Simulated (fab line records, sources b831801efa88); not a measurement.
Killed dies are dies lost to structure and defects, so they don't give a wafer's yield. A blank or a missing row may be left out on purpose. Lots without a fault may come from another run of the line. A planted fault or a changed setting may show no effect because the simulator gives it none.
A struck lot beside a sound one | flow gf180mcu | 14 steps out of a route of 602
Sound: wafers L491.2, L491.5, L491.6. Struck: wafers L490.1, L490.5, L490.6. The cause comes at the end.
At each step with rows: each side's tool, then ch and its chambers, then its first start. Under that, the readings that differ: sound wafers | struck wafers | difference of the means | sigmas: that difference in standard deviations of wafers without a fault.
alike: readings whose means differ by less than 2 such deviations, and words and numbers that are the same on both sides. not compared: withheld readings, readings that some wafer has no value for, bounds like >300 that may hide the same value, and numbers for which the record gives no deviation and whose values overlap.
The two part at a step that has a row with sigmas, a row that says differs or no value, or rows on one side only. Numbers that don't overlap but have no deviation are shown without sigmas and don't part them. A reading that every wafer of one side lacks parts them only if that side has two wafers or more.

first, 1 step without rows for these wafers: GF_V1_CVD_00 (deposits SiO2, target thk 600 nm, time 100 s).
GF_V1_THK_MEAS_01:
  sound on film_metro-04, day 20 08:43; struck on film_metro-01, day 19 23:53
  alike: V1_CVD_00_THK
GF_V1_CVD_02: deposits SiO2 from TEOS, target thk 850 nm, time 94.851 s.
  sound on pecvd-04 ch 0,2, day 20 08:46; struck on pecvd-04 ch 0,2, day 19 23:57
  alike: heater_power_w, susceptor_temp_C
GF_V1_THK_MEAS_03:
  sound on film_metro-03, day 20 08:50; struck on film_metro-04, day 20 00:01
  alike: V1_CVD_02_THK
GF_V1_CMP_04: polishes SiO2.
  sound on cmp-01 ch 2,3, day 20 08:53; struck on cmp-01 ch 0,1, day 20 00:05
  alike: motor_current_A, time_to_endpoint_s
GF_V1_BOW_MEAS_05:
  sound on film_metro-01, day 20 09:13; struck on film_metro-04, day 20 00:23
  alike: V1_BOW
then, 6 steps without rows for these wafers: GF_V1_DEHYDRATE_06 (time 60 s); GF_V1_HMDS_07 (prime time 60 s); GF_V1_COAT_08; GF_V1_COAT_09 (resist thk 1000 nm); GF_V1_SOFTBAKE_10 (time 60 s); GF_V1_EXPOSE_11 (exposes mask Via1, target cd 260 nm).
GF_V1_PEB_12: peb time 90 s.
  sound on litho_track-04 ch 0, day 21 08:50; struck on litho_track-04, day 21 00:15
  no value came back on the struck wafers for chill_plate_temp_C (C), exhaust_pa (Pa); on the sound wafers chill_plate_temp_C (C) reads 23.09 23.16 23.05
then, 1 step without rows for these wafers: GF_V1_DEVELOP_13 (develop time 60 s).

WHERE THEY PART
Only at GF_V1_PEB_12, within this record.

WHY: what the simulator had put in
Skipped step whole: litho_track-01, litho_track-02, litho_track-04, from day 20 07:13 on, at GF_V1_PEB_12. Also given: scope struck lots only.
